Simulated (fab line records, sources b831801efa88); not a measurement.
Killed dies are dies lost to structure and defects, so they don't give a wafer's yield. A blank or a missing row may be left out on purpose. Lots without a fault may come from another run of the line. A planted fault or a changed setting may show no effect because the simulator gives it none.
One fault seen from 2 desks | flow gf180mcu | each desk has only its own numbers; what lay behind them comes last

THE TOOL OWNER'S DESK: pvd_sputter-01
The tool's own readings at GF_MIM_SPUTTER_09 (material TiN, target thk 35 nm, time 29.2 s): means of the sampled wafers that have a number, for each lot that ran on this tool. A lot is out of limits, marked OUT, if its mean lies more than 4 standard deviations from the usual mean; the brackets give that distance.
Columns: A = cathode_dc_power_W at GF_MIM_SPUTTER_09, usual 6500.0 W; B = throttle_valve_pct at GF_MIM_SPUTTER_09, usual 30.2 %
lot  | first seen here | A                        | B
L541 | day 25 01:12    | 6499.7                   | 29.0
L551 | day 28 03:14    | 5939.2 (-99 or more) OUT | 30.7
L553 | day 28 23:04    | 5939.1 (-99 or more) OUT | 30.2
This desk's finding: out of limits on L551, L553; first on L551, day 28 03:14 (cathode_dc_power_W at GF_MIM_SPUTTER_09). In limits: L541.

THE METROLOGY DESK
What the gauges read, lot by lot, whatever tool the lot ran on: means of the sampled wafers that have a number. A lot is out of limits, marked OUT, if its mean lies more than 4 standard deviations from the usual mean; the brackets give that distance.
Columns: A = V4_W_RS at GF_V4_RS_MEAS_24, usual 0.3264 ohm/sq; B = V4_W_THK at GF_V4_THK_MEAS_25, usual 351 nm; C = MIM_CVD_05_THK at GF_MIM_THK_MEAS_06, usual 41.9 nm; D = MIM_ALCU_RS at GF_MIM_RS_MEAS_10, usual 0.1599 ohm/sq; E = MIM_ALCU_THK at GF_MIM_THK_MEAS_11, usual 198.0 nm; F = cd_nm at GF_M5_CD_MEAS_07, usual 280.1 nm; G = M5_OVL at GF_M5_OVL_MEAS_08, usual 1 nm
lot  | first seen here | A      | B   | C    | D      | E     | F     | G
L541 | day 25 00:24    | 0.3262 | 354 | 42.0 | 0.1594 | 199.4 | 280.1 | -1
L549 | day 27 11:47    | 0.3248 | 350 | 42.3 | 0.1642 | 193.5 | 279.6 | 4
L551 | day 28 02:13    | 0.3261 | 351 | 41.9 | 0.1610 | 198.9 | 279.9 | -5
L552 | day 28 12:53    | 0.3248 | 350 | 42.2 | 0.1597 | 197.5 | 279.9 | 2
L553 | day 28 22:13    | 0.3258 | 356 | 41.8 | 0.1584 | 201.0 | 280.9 | -4
L559 | day 30 07:56    | 0.3274 | 346 | 42.1 | 0.1584 | 199.5 | 279.1 | 1
This desk's finding: nothing out of limits on any of the 6 lots.

PUT TOGETHER
The tool owner's desk could have raised an alarm at day 28 03:14, on L551, L553.
The metrology desk saw nothing out of limits.
The metrology desk has L551, L553 on record, within its limits.
Of the lots named, all ran GF_MIM_SPUTTER_09 on pvd_sputter-01.

WHAT THE SIMULATOR HAD PUT IN
Process parameter drift: pvd_sputter-01, from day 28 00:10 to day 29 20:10, at GF_MIM_SPUTTER_09. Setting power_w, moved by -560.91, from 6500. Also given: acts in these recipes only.
Lots struck among those shown: L551, L553.
Hours from the fault's start to each desk's first reading out of limits: the tool owner's desk, 3.
